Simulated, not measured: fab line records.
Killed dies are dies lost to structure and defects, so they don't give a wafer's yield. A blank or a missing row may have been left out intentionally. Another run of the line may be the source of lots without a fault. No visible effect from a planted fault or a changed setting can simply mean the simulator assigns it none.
2 desks looking at one fault ; flow sky130 ; only its own numbers are on each desk; what lay behind them is given at the end

FOR THE TOOL OWNER'S DESK: plasma asher-01
The tool's own readings at SKY_VT_ADJUST_HVTR_STRIP_10 (strips in O2/N2): means of the sampled wafers that have a number, for each lot that ran on this tool. Any lot whose mean is over 4 standard deviations away from the usual mean is out of limits and marked OUT; that distance is given in the brackets.
Columns: A = chamber pressure mTorr at SKY_VT_ADJUST_HVTR_STRIP_10, usual 1500.0 mTorr; B = drypump motor current A at SKY_VT_ADJUST_HVTR_STRIP_10, usual 5.87 A; C = n2 flow sccm at SKY_VT_ADJUST_HVTR_STRIP_10, usual 299.9 sccm; D = oes product au at SKY_VT_ADJUST_HVTR_STRIP_10, usual 0.716 a.u.; E = strip time to endpoint s at SKY_VT_ADJUST_HVTR_STRIP_10, usual 14.16 s
lot;first seen here;A;B;C;D;E
L327;day 10 21:47;1499.4;5.74;299.7;0.712;14.17
L328;day 11 08:46;1499.4;5.74;300.7;0.715;14.18
L329;day 11 14:35;1499.6;5.73;298.9;0.729;13.86 (-7.1) OUT
L331;day 12 07:26;1500.1;5.74;300.2;0.729;13.80 (-8.6) OUT
L342;day 16 02:07;1500.3;5.72;298.9;0.720;14.15
This desk's verdict: out of limits on L329, L331, starting with L329 at day 11 14:35 (strip time to endpoint s at SKY_VT_ADJUST_HVTR_STRIP_10). In limits: L327, L328, L342.

AT THE METROLOGY DESK
Means of the sampled wafers that have a number, per lot and without regard to the tool the lot ran on: this is what the gauges read. Any lot whose mean is over 4 standard deviations away from the usual mean is out of limits and marked OUT; that distance is given in the brackets.
Columns: A = POLY_GATE_OVL at SKY_POLY_GATE_OVL_MEAS_14, usual 2 nm
lot;first seen here;A
L327;day 18 03:04;8
L328;day 18 14:58;-3
L329;day 19 00:49;9
L330;day 19 04:52;6
L331;day 19 21:13;9
L337;day 22 05:55;1
L338;day 22 11:16;7
L341;day 23 20:48;2
L342;day 24 06:47;-6
L343;day 24 09:27;1
L345;day 24 13:03;9
Result from this desk: across the 11 lots, nothing is out of limits.

ALL TOGETHER
An alarm could have come from the tool owner's desk at day 11 14:35, on L329, L331.
Metrology desk: nothing out of limits seen.
The metrology desk has L329, L331 on record, within its limits.
All the named lots went through SKY_VT_ADJUST_HVTR_STRIP_10 on plasma asher-01.

WHAT THE SIMULATOR HAD PUT IN
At SKY_VT_ADJUST_HVTR_STRIP_10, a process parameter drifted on plasma asher-01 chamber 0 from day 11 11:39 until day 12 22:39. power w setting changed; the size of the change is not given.
Struck lots among those shown: L329, L331.
Delay in hours, fault start to first out-of-limits reading, by desk: the tool owner's desk at 3.
